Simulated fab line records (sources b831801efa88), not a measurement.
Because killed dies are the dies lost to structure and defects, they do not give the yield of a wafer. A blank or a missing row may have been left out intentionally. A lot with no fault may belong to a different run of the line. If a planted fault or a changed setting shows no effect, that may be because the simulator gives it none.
Commonality check across tools	flow sky130	13 lots, 39 wafers sampled

REASON IT WAS OPENED
At SKY_NWELL_TW_MEAS_15 the reading NWELL_TW is flagged on 1 of 13 lots. Fault-free wafers read 1826, with a standard deviation of 17.
Rule: a lot gets a flag if all its wafers with a number sit over 4 standard deviations from that mean, or if no wafer of it has a number. All remaining lots are regarded as sound.

lot	measured	on	NWELL_TW, wafer by wafer	flag
L703	day 4 19:37	film metro-04	1827 1833 1837	
L704	day 5 01:46	film metro-01	1832 1833 1837	
L706	day 5 13:25	film metro-04	1860 1853 1851	
L708	day 6 03:23	film metro-03	1801 1791 1795	
L709	day 6 12:43	film metro-01	1833 1827 1828	
L712	day 6 23:29	film metro-04	1845 1845 1856	
L713	day 7 08:53	film metro-04	1850 1855 1850	
L714	day 7 13:10	film metro-01	1827 1818 1835	
L715	day 7 22:25	film metro-01	30 30 30	FLAGGED
L716	day 8 01:05	film metro-01	1828 1823 1834	
L718	day 8 11:40	film metro-03	1816 1806 1808	
L723	day 9 21:11	film metro-03	1808 1814 1805	
L725	day 10 03:37	film metro-01	1811 1819 1811	
Averaged over the flagged lots the numbers come to 30, -1796 from the usual (-99 or more standard deviations).

WHICH TOOL EACH LOT WENT THROUGH
The record holds 1 process step before the reading, out of a route of 708 steps. Cell contents, in order: the tool; ch with the chambers the sampled wafers went through; the start.
lot	flag	SKY_NWELL_EXPOSE_07
L703		iline stepper-02 ch 0, day 4 10:18
L704		iline stepper-02 ch 0, day 4 16:33
L706		iline stepper-02 ch 0, day 5 04:05
L708		iline stepper-02 ch 0, day 5 18:25
L709		iline stepper-02 ch 0, day 6 01:48
L712		iline stepper-02 ch 0, day 6 13:42
L713		iline stepper-02 ch 0, day 6 22:15
L714		iline stepper-01 ch 0, day 7 02:58
L715	FLAGGED	iline stepper-02 ch 0, day 7 12:19
L716		iline stepper-02 ch 0, day 7 14:32
L718		iline stepper-02 ch 0, day 8 00:22
L723		iline stepper-01 ch 0, day 9 10:05
L725		iline stepper-01 ch 0, day 9 15:57
What the steps here do:
- SKY_NWELL_EXPOSE_07: exposes mask NWM, target cd 840 nm.
- SKY_NWELL_TW_MEAS_15

FLAGGED OVER TOTAL, TOOL BY TOOL (the gauges that took the reading come last)
step	tool	lots run	flagged	share of the flagged lots	sound lots run after its first flagged lot
SKY_NWELL_EXPOSE_07	iline stepper-01	3	0	none	-
SKY_NWELL_EXPOSE_07	iline stepper-02	10	1	all	2 (L716,L718)
SKY_NWELL_TW_MEAS_15	film metro-01	6	1	all	2 (L716,L725)
SKY_NWELL_TW_MEAS_15	film metro-03	3	0	none	-
SKY_NWELL_TW_MEAS_15	film metro-04	4	0	none	-

THE TABLE: WHAT IT ALLOWS
Rows of the table that ran all the flagged lots, 2 in number: iline stepper-02 at SKY_NWELL_EXPOSE_07; film metro-01 at SKY_NWELL_TW_MEAS_15.
- iline stepper-02 at SKY_NWELL_EXPOSE_07 ran 10 lots, 1 of them flagged. After the first flagged lot (L716, L718), sound lots still ran on it; a lasting fault on the whole tool would not permit that.
- film metro-01 at SKY_NWELL_TW_MEAS_15 ran 6 lots, 1 of them flagged. After the first flagged lot (L716, L725), sound lots still ran on it; a lasting fault on the whole tool would not permit that.
There is no row in the table that ran each flagged lot and no sound lot after the first.

WHAT HAD BEEN PUT IN BY THE SIMULATOR
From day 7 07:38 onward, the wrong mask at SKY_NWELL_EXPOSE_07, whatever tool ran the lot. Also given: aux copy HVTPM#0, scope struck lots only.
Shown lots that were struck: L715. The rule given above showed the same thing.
